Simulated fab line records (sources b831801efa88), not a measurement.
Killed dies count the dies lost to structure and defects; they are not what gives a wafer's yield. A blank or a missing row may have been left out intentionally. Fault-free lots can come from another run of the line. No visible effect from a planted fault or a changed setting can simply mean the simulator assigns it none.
Split-lot experiment / flow sky130 / 23 wafers read across 5 lots, on a route 708 steps long

== ON THE SPLIT ==
At SKY_SONOS_TUNNEL_DEVELOP_06 (develop time 60 s), the setting develop-time-s was moved away from the recipe's 60 s on 7 of the 23 wafers read, by -14.3% to -3.9%. The other wafers ran this setting at the recipe's value.

Split to reading: the file shows no intervening step.

== THE READING ==
cd-nm, in nm, at SKY_SONOS_TUNNEL_CD_MEAS_07 (target cd 410 nm). A value of 409.7 nm with a standard deviation of 2.5 nm is what fault-free wafers of this fab line usually give.

wafer=L077.1; tool, chamber at the split=litho-track-04, 0; develop-time-s as run, s=60; against the recipe=recipe; cd-nm, nm=406.1; against lot-mates on the recipe=-
wafer=L077.2; tool, chamber at the split=litho-track-04, 0; develop-time-s as run, s=60; against the recipe=recipe; cd-nm, nm=405.2; against lot-mates on the recipe=-
wafer=L077.3; tool, chamber at the split=litho-track-04, 0; develop-time-s as run, s=60; against the recipe=recipe; cd-nm, nm=406.6; against lot-mates on the recipe=-
wafer=L077.5; tool, chamber at the split=litho-track-04, 0; develop-time-s as run, s=60; against the recipe=recipe; cd-nm, nm=404.5; against lot-mates on the recipe=-
wafer=L077.6; tool, chamber at the split=litho-track-04, 0; develop-time-s as run, s=60; against the recipe=recipe; cd-nm, nm=406.5; against lot-mates on the recipe=-
wafer=L080.2; tool, chamber at the split=litho-track-03, 0; develop-time-s as run, s=60; against the recipe=recipe; cd-nm, nm=411.7; against lot-mates on the recipe=-
wafer=L080.4; tool, chamber at the split=litho-track-03, 0; develop-time-s as run, s=60; against the recipe=recipe; cd-nm, nm=411.6; against lot-mates on the recipe=-
wafer=L080.5; tool, chamber at the split=litho-track-03, 0; develop-time-s as run, s=60; against the recipe=recipe; cd-nm, nm=410.1; against lot-mates on the recipe=-
wafer=L082.1; tool, chamber at the split=litho-track-01, 0; develop-time-s as run, s=51.83; against the recipe=-13.6%; cd-nm, nm=395.0; against lot-mates on the recipe=-12.1
wafer=L082.3; tool, chamber at the split=litho-track-01, 0; develop-time-s as run, s=51.83; against the recipe=-13.6%; cd-nm, nm=394.2; against lot-mates on the recipe=-12.9
wafer=L082.4; tool, chamber at the split=litho-track-01, 0; develop-time-s as run, s=60; against the recipe=recipe; cd-nm, nm=407.4; against lot-mates on the recipe=-
wafer=L082.5; tool, chamber at the split=litho-track-01, 0; develop-time-s as run, s=51.83; against the recipe=-13.6%; cd-nm, nm=393.3; against lot-mates on the recipe=-13.8
wafer=L082.6; tool, chamber at the split=litho-track-01, 0; develop-time-s as run, s=60; against the recipe=recipe; cd-nm, nm=406.8; against lot-mates on the recipe=-
wafer=L084.1; tool, chamber at the split=litho-track-04, 0; develop-time-s as run, s=51.41; against the recipe=-14.3%; cd-nm, nm=394.1; against lot-mates on the recipe=-16.0
wafer=L084.2; tool, chamber at the split=litho-track-04, 0; develop-time-s as run, s=60; against the recipe=recipe; cd-nm, nm=410.6; against lot-mates on the recipe=-
wafer=L084.3; tool, chamber at the split=litho-track-04, 0; develop-time-s as run, s=60; against the recipe=recipe; cd-nm, nm=410.2; against lot-mates on the recipe=-
wafer=L084.5; tool, chamber at the split=litho-track-04, 0; develop-time-s as run, s=51.41; against the recipe=-14.3%; cd-nm, nm=394.5; against lot-mates on the recipe=-15.6
wafer=L084.6; tool, chamber at the split=litho-track-04, 0; develop-time-s as run, s=60; against the recipe=recipe; cd-nm, nm=409.5; against lot-mates on the recipe=-
wafer=L085.1; tool, chamber at the split=litho-track-04, 0; develop-time-s as run, s=57.66; against the recipe=-3.9%; cd-nm, nm=407.2; against lot-mates on the recipe=-5.5
wafer=L085.2; tool, chamber at the split=litho-track-04, 0; develop-time-s as run, s=60; against the recipe=recipe; cd-nm, nm=413.5; against lot-mates on the recipe=-
wafer=L085.3; tool, chamber at the split=litho-track-04, 0; develop-time-s as run, s=60; against the recipe=recipe; cd-nm, nm=412.2; against lot-mates on the recipe=-
wafer=L085.4; tool, chamber at the split=litho-track-04, 0; develop-time-s as run, s=57.66; against the recipe=-3.9%; cd-nm, nm=408.3; against lot-mates on the recipe=-4.4
wafer=L085.5; tool, chamber at the split=litho-track-04, 0; develop-time-s as run, s=60; against the recipe=recipe; cd-nm, nm=412.5; against lot-mates on the recipe=-

THE FIT
A straight line over all 23 wafers: cd-nm changes by +1.06 nm for each +1% of develop-time-s; r = +0.92; the points scatter about the line by 2.6 nm.
The same after taking each lot's own level away (the mean of its wafers on the recipe; 23 wafers): +1.02 nm for each +1%; r = +0.99; scatter 0.88 nm.
On that fit, the largest move of develop-time-s shifts the reading by 15 nm.
The lots' own levels span 405.78 to 412.73 nm, that is 2.8 times the standard deviation above.
Hence the lot-to-lot level has little effect on the slope; both slopes agree.
Check: for one of the wafers moved furthest among these (-14.3%), held out of the fit, the line's prediction against its lot-mates is -14.3 nm. Against them it came out at -16 nm.

== THE OTHER SPLITS THESE WAFERS WENT THROUGH ==
These wafers also went through other splits before the reading. Each is held against what the fit with the lots' levels taken away leaves over:
other split on the same wafers=SKY_VT_ADJUST_LVTN_COAT_13 resist-thk-nm; wafers away from the commonest value=8; r with cd-nm (lot level and that fit taken away)=-0.39
other split on the same wafers=SKY_VT_ADJUST_NCORE_EXPOSE_04 dose-mj; wafers away from the commonest value=7; r with cd-nm (lot level and that fit taken away)=+0.11
other split on the same wafers=SKY_VT_ADJUST_HVTR_IMPLANT_09 dose-cm2; wafers away from the commonest value=8; r with cd-nm (lot level and that fit taken away)=-0.04
other split on the same wafers=SKY_VT_ADJUST_PCH_IMPLANT_08 energy-kev; wafers away from the commonest value=6; r with cd-nm (lot level and that fit taken away)=+0.12

== FILE'S OWN FIT ==
cd-nm changes by +1.04 nm for each +1% of develop-time-s, r = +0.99.
